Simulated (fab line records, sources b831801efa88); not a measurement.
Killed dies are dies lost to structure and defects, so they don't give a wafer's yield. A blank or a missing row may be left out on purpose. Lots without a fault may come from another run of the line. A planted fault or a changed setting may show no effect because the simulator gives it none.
One fault seen from 2 desks | flow sky130 | each desk has only its own numbers; what lay behind them comes last

THE TOOL OWNER'S DESK: litho_track-04
The tool's own readings at SKY_LDD_HVP_COAT_02 (resist thk 300 nm): means of the sampled wafers that have a number, for each lot that ran on this tool. A lot is out of limits, marked OUT, if its mean lies more than 4 standard deviations from the usual mean; the brackets give that distance.
Columns: A = dispense_pressure_kPa at SKY_LDD_HVP_COAT_02, usual 53 kPa; B = exhaust_pa at SKY_LDD_HVP_COAT_02, usual 45.0 Pa; C = spin_speed_rpm at SKY_LDD_HVP_COAT_02, usual 2999.8 rpm
lot  | first seen here | A  | B    | C
L427 | day 24 04:27    | 58 | 44.8 | 3001.9
L431 | day 25 19:36    | 58 | 44.5 | 3001.5
L437 | day 27 19:30    | 58 | 44.9 | 2773.0 (-99 or more) OUT
L438 | day 27 20:57    | 58 | 44.6 | 2773.1 (-99 or more) OUT
This desk's finding: out of limits on L437, L438; first on L437, day 27 19:30 (spin_speed_rpm at SKY_LDD_HVP_COAT_02). In limits: L427, L431.

THE METROLOGY DESK
What the gauges read, lot by lot, whatever tool the lot ran on: means of the sampled wafers that have a number. A lot is out of limits, marked OUT, if its mean lies more than 4 standard deviations from the usual mean; the brackets give that distance.
Columns: A = POLY_GATE_CVD_03_THK at SKY_POLY_GATE_THK_MEAS_04, usual 75.0 nm; B = SPACER_CVD_00_THK at SKY_SPACER_THK_MEAS_01, usual 43.2 nm
lot  | first seen here | A    | B
L419 | day 15 13:51    | 75.8 | 43.7
L420 | day 15 15:12    | 74.8 | 43.6
L423 | day 17 14:37    | 75.3 | 42.8
L425 | day 18 04:31    | 74.3 | 43.2
L427 | day 18 08:51    | 74.9 | 42.9
L428 | day 18 16:50    | 74.3 | 42.7
L429 | day 19 07:49    | 75.3 | 43.2
L430 | day 19 17:11    | 74.8 | 43.1
L431 | day 20 02:26    | 75.0 | 43.5
L437 | day 22 03:53    | 75.6 | 42.9
L438 | day 22 05:34    | 75.4 | 43.1
L439 | day 23 09:17    | 75.4 | 43.0
This desk's finding: nothing out of limits on any of the 12 lots.

PUT TOGETHER
The tool owner's desk could have raised an alarm at day 27 19:30, on L437, L438.
The metrology desk saw nothing out of limits.
The metrology desk has L437, L438 on record, within its limits.
Of the lots named, all ran SKY_LDD_HVP_COAT_02 on litho_track-04.

WHAT THE SIMULATOR HAD PUT IN
Process parameter drift: litho_track-04, from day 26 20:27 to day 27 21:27, at SKY_LDD_HVP_COAT_02. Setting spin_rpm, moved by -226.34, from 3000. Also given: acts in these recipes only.
Lots struck among those shown: L437, L438.
Hours from the fault's start to each desk's first reading out of limits: the tool owner's desk, 23.
